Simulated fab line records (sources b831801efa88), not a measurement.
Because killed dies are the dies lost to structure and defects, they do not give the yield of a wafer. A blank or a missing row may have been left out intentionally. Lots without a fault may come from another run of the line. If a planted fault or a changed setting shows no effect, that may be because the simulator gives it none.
Chamber matching ; flow sky130 ; SKY_LI_CONTACT_CMP_24 on cmp-02: 4 sister chambers
The step polishes, stops on PSG, t overpolish 20 s, target thk 0 nm. 4 wafers are shown with their chamber, then 7 later ones without.

## EACH WAFER AND ITS CHAMBER
wafer;chamber;motor-current-A (A)
L299.1;3;10.1
L299.3;0;11.5
L299.6;2;12.4
L303.1;1;9.9

## WAFERS MISSING THEIR CHAMBER
wafer;motor-current-A (A)
L303.2;12.1
L303.3;10.3
L307.2;12.2
L307.4;10.4
L310.2;11.7
L310.3;12.5
L310.6;12.3

## CHAMBER TAKEN BY EACH
wafer;from the rows above;in truth
L303.2;can't be placed: 2 or 0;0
L303.3;can't be placed: 3 or 1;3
L307.2;2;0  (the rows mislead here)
L307.4;can't be placed: 3 or 1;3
L310.2;0;0
L310.3;2;2
L310.6;2;2
3 of 7 placed correctly. Unplaceable from these rows: 3, with the true chamber sitting among the candidates in 3. 1 placed wrongly.
How it was worked out, from the rows above alone: a wafer's distance from a chamber is the root of the sum, over the readings, of the square of ((its reading less the chamber's mean) divided by the reading's scatter). If the next closest chamber is less than 2 further off than the closest, the wafer can't be placed; otherwise it belongs to the closest. For every chamber, the mean is computed from those of its wafers that are shown. The scatter: with one shown wafer a chamber, the root of the mean of the squares of how far each hidden wafer lies from its nearest shown one.
